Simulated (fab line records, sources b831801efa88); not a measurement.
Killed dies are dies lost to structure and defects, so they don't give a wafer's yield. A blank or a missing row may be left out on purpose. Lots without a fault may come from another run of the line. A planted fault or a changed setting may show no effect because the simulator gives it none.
Chamber matching | flow sky130 | SKY_LI_CONTACT_CMP_24 on cmp-01: 4 sister chambers
The step polishes, stops on PSG, t overpolish 20 s, target thk 0 nm. 8 wafers are shown with their chamber, then 8 later ones without.

WAFERS WITH THEIR CHAMBER
wafer  | chamber | motor_current_A (A) | overpolish_run_s (s)
L737.5 | 0       | 14.0                | 19.990
L740.6 | 0       | 13.6                | 19.982
L744.2 | 1       | 10.5                | 19.987
L744.5 | 3       | 9.8                 | 20.001
L747.1 | 2       | 12.2                | 20.000
L747.3 | 1       | 11.0                | 20.004
L747.4 | 3       | 9.8                 | 20.011
L745.1 | 2       | 11.7                | 20.003

WAFERS WITHOUT THEIR CHAMBER
wafer  | motor_current_A (A) | overpolish_run_s (s)
L745.5 | 14.0                | 20.010
L745.6 | 9.5                 | 20.007
L749.2 | 12.4                | 19.990
L749.5 | 12.0                | 20.006
L749.6 | 9.8                 | 19.996
L756.1 | 14.4                | 20.016
L756.3 | 11.7                | 20.007
L756.4 | 9.8                 | 20.002

WHICH CHAMBER EACH WENT THROUGH
wafer  | from the rows above     | in truth
L745.5 | 0                       | 0
L745.6 | 3                       | 3
L749.2 | 2                       | 2
L749.5 | 2                       | 2
L749.6 | can't be placed: 3 or 1 | 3
L756.1 | 0                       | 0
L756.3 | 2                       | 2
L756.4 | 3                       | 3
Placed correctly: 7 of 8. Can't be placed from these rows: 1 (the true chamber is among the candidates in 1). Placed wrongly: 0.
How it was worked out, from the rows above alone: a wafer's distance from a chamber is the root of the sum, over the readings, of the square of ((its reading less the chamber's mean) divided by the reading's scatter). The wafer belongs to the nearest chamber; if the next one is less than 2 further off, it can't be placed. A chamber's mean is the mean of its shown wafers. The scatter: the root of (the sum of the squares of (reading less its chamber's mean) over the shown wafers, divided by (wafers less chambers)).
